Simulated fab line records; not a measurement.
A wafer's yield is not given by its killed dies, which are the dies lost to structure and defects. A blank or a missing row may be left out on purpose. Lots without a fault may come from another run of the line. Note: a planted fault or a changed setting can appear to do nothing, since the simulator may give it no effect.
Which tool is to blame? :: flow gf180mcu :: Sampling: 7 lots, 21 wafers, 4 of 602 route steps

## WHAT EACH GAUGE READ, for each wafer
GF_MVPSD_TW_MEAS_11.
lot: L475
measured: day 5 11:06
on: filmMetro-03
MVPSD_TW: 560 560 562

lot: L480
measured: day 6 21:53
on: filmMetro-01
MVPSD_TW: 30 30 30

lot: L482
measured: day 7 05:26
on: filmMetro-01
MVPSD_TW: 556 556 556

lot: L485
measured: day 8 11:38
on: filmMetro-04
MVPSD_TW: 551 547 547

lot: L487
measured: day 8 18:56
on: filmMetro-01
MVPSD_TW: 560 559 555

lot: L490
measured: day 9 14:49
on: filmMetro-04
MVPSD_TW: 542 545 545

lot: L493
measured: day 10 00:35
on: filmMetro-01
MVPSD_TW: 555 557 559

## WHICH TOOL RAN EACH LOT (tool, then ch and the chambers of the sampled wafers, then the start)
lot: L475
GF_STI_CMP_25: cmp-02 ch 0,2,3, day 2 15:01
GF_MVSD_STRIP_10: plasmaAsher-02 ch 1, day 4 21:15
GF_MVPSD_STRIP_10: plasmaAsher-01 ch 1, day 5 11:00

lot: L480
GF_STI_CMP_25: cmp-02 ch 0,1,2, day 3 16:52
GF_MVSD_STRIP_10: plasmaAsher-02 ch 0,1, day 6 05:11
GF_MVPSD_STRIP_10: plasmaAsher-01 ch 1, day 6 21:47

lot: L482
GF_STI_CMP_25: cmp-01 ch 0,3, day 4 00:52
GF_MVSD_STRIP_10: plasmaAsher-02 ch 0,1, day 6 12:59
GF_MVPSD_STRIP_10: plasmaAsher-01 ch 0,1, day 7 05:20

lot: L485
GF_STI_CMP_25: cmp-02 ch 1,2, day 4 21:34
GF_MVSD_STRIP_10: plasmaAsher-01 ch 0,1, day 7 19:56
GF_MVPSD_STRIP_10: plasmaAsher-02 ch 0,1, day 8 11:32

lot: L487
GF_STI_CMP_25: cmp-02 ch 2,3, day 5 09:35
GF_MVSD_STRIP_10: plasmaAsher-01 ch 0,1, day 8 02:47
GF_MVPSD_STRIP_10: plasmaAsher-02 ch 1, day 8 18:50

lot: L490
GF_STI_CMP_25: cmp-01 ch 1,2,3, day 6 01:19
GF_MVSD_STRIP_10: plasmaAsher-02 ch 0,1, day 8 22:32
GF_MVPSD_STRIP_10: plasmaAsher-01 ch 0,1, day 9 14:44

lot: L493
GF_STI_CMP_25: cmp-01 ch 0,1,2, day 6 10:22
GF_MVSD_STRIP_10: plasmaAsher-02 ch 0,1, day 9 06:59
GF_MVPSD_STRIP_10: plasmaAsher-01 ch 0,1, day 10 00:29
- GF_STI_CMP_25: polishes, stops on Si3N4, t overpolish 33 s, target thk 524.6 nm.
- GF_MVSD_STRIP_10: strips in O2/N2.
- GF_MVPSD_STRIP_10: strips in O2/N2.

## THE ANSWER, worked out from the rows above alone
Rule: the lots themselves supply what counts as usual. The widest of any qualifying gaps counts: lots, ordered by their means at a reading, are off when they make up no more than a third of the lots, leave a main group of 4 or more, and stand apart from it by 3 or more times the standard deviation of that group's means. A main group whose means are all the same, to the digits that the tables above print for the reading, isn't used. A lot without any number at a reading at which 4 lots or more have one is off too. Any other lot the step has rows for is counted as sound.
Off: L480, seen at GF_MVPSD_TW_MEAS_11 (MVPSD_TW). For the main group the mean is 554 and the standard deviation 5.9.
A tool fits if, at a process step before that reading, it ran every lot that is off, and no sound lot after the first of them. Gauges at GF_MVPSD_TW_MEAS_11: tried the same way as those tools. None of those tried fits.

## WHAT THE SIMULATOR PUT IN
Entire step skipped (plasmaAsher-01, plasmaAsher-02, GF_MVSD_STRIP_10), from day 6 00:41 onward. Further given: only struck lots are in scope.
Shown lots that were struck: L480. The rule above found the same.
